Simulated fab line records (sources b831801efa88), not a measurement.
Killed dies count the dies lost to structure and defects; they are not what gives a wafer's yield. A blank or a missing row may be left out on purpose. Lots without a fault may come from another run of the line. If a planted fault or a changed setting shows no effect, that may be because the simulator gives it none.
Which tool is to blame?	flow gf180mcu	21 wafers from 7 lots sampled at 2 of the route's 602 steps

== WHAT THE GAUGES READ, wafer by wafer ==
GF_HV_LDD_OVL_MEAS_32.
lot	measured	on	HV_LDD_02_OVL (nm)
L698	day 11 16:25	overlay-02	0.1 1.5 1.2
L700	day 12 10:25	overlay-01	-0.3 0.2 -1.8
L704	day 13 15:57	overlay-01	0.4 0.5 0.7
L707	day 14 17:01	overlay-01	0.5 0.0 2.7
L710	day 16 04:37	overlay-02	0.4 -1.4 -0.9
L718	day 18 10:37	overlay-02	1.4 0.0 2.4
L720	day 18 22:56	overlay-02	3.1 2.7 4.0

== TOOL THAT RAN EACH LOT (tool first, then ch and the chambers of the sampled wafers, then the start) ==
lot	GF_POLY_GATE_ETCH_12
L698	rieDiel-04 ch 0,1,3, day 9 09:13
L700	rieDiel-01 ch 0,2, day 10 01:03
L704	rieDiel-02 ch 1,2,3, day 11 03:45
L707	rieDiel-02 ch 0,1,3, day 12 02:56
L710	rieDiel-04 ch 1,2,3, day 13 07:46
L718	rieDiel-01 ch 1,3, day 15 10:46
L720	rieDiel-01 ch 0,1,3, day 15 23:33
- GF_POLY_GATE_ETCH_12: etches BARC in N2/H2.

== THE ANSWER, worked out from the rows above alone ==
Rule: what is usual is taken from the lots themselves. The widest of any qualifying gaps counts: lots, ordered by their means at a reading, are off when they make up no more than a third of the lots, leave a main group of 4 or more, and stand apart from it by 3 or more times the standard deviation of that group's means. A main group is skipped when, at the precision printed for the reading in the tables above, its means are all equal. Also off: a lot with no number at a reading for which 4 or more lots have one. Where the step has rows for the other lots, those lots are counted as sound.
No lot is off on any of the readings shown, so nothing can be concluded from this.

== WHAT WAS PUT IN BY THE SIMULATOR ==
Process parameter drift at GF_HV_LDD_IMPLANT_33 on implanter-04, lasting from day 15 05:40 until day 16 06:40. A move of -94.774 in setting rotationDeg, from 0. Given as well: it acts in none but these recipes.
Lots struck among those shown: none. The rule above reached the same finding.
